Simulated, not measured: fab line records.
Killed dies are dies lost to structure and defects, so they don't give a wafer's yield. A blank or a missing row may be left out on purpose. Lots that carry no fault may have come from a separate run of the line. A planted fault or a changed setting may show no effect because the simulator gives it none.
Code-filled problem report in 8D (eight disciplines) form    flow sfqLine    the parts of the form that need people (team, actions taken, sign-off) are left out

1. THE PROBLEM
At SFQ_TRILAYER_M4_LITHO_EXPOSE_094, exposureDoseMJCm2 averages 18.830 over 9 wafers from 3 lots, while fault-free wafers read 14.397, standard deviation 0.014. So: +99 or more standard deviations from the usual mean.
The step: exposes mask M4, target cd 500 nm.
First seen on wafer L557.1, day 45 09:54, on krfScanner-01. At this step, 39 wafers from 13 lots have a number in the record. Rule for "out" (also "out of limits"): further than 4 standard deviations from the usual mean. All remaining wafers that have a number are taken as sound.

2. WHAT IT IS; WHAT IT IS NOT
question                     is                      is not
which readings at this step  exposureDoseMJCm2       -
which lots                   L557, L558, L559        L555, L556, L560, L562, L567, L568, L569, L570, L577, L578
which wafers of those lots   all that have a number  -
read on which tools          krfScanner-01           krfScanner-02
when                         from day 45 09:54       up to then (6 sound wafers); but 24 sound wafers of L560, L562, L567, L568, L569, L570, L577, L578 came after

3. SUSPECTS, AND WHAT RULES EACH OUT
Counting: a tool stays on the suspect list if, at a process step up to the reading, it processed all lots that are out and no sound lot following the first of them.
- rieMetal-02 at SFQ_TRILAYER_M1_STRIP_STRIP_043 (strips in O2): ruled out as a lasting fault. After its first lot that is out, L557 (day 19 05:04), sound lots L562, L567, L569, L570, L577, L578 ran on it.
- krfScanner-01 at SFQ_TRILAYER_M4_LITHO_EXPOSE_094 (exposes mask M4, target cd 500 nm): kept. All lots that are out passed through it, beginning with L557 at day 45 09:54, and no sound lot followed; its final sound lot before that point was L556 at day 45 05:06. Its own exposureDoseMJCm2 readings are out on those wafers.
Remaining after the count: krfScanner-01 at SFQ_TRILAYER_M4_LITHO_EXPOSE_094.

4. THE CAUSE (what the simulator had put in)
Drift in process parameters on krfScanner-01 at SFQ_TRILAYER_M4_LITHO_EXPOSE_094, starting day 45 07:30. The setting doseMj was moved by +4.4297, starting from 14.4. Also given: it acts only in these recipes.
Counting left only this tool.

5. THE CHAIN OF EFFECTS, in route order
Rows list readings where the struck wafers' mean (over those with a number) sits beyond 3 standard deviations from the usual. Scope: only readings with a usual standard deviation given in the record; hours: median across lots of the time from each lot's start at the first step in this table that gives one to its start at this step; sigmas: change in usual standard deviations.
hours  step                              reading            usual   on struck wafers  change  sigmas
0      SFQ_TRILAYER_M4_LITHO_EXPOSE_094  exposureDoseMJCm2  14.397  18.830            +4.433  +99 or more
Here are the process steps it includes:
- SFQ_TRILAYER_M4_LITHO_EXPOSE_094: exposes mask M4, target cd 500 nm.
At these later measuring or inspecting steps, every struck wafer for which the step has a row has a number for every such reading, and none has moved that far: SFQ_I6_OVL_MEAS_942.

6. WHAT WOULD HAVE CAUGHT IT SOONER
2 hours passed between the start of the fault at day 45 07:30 and the first reading out of limits in this record, taken at day 45 09:54.
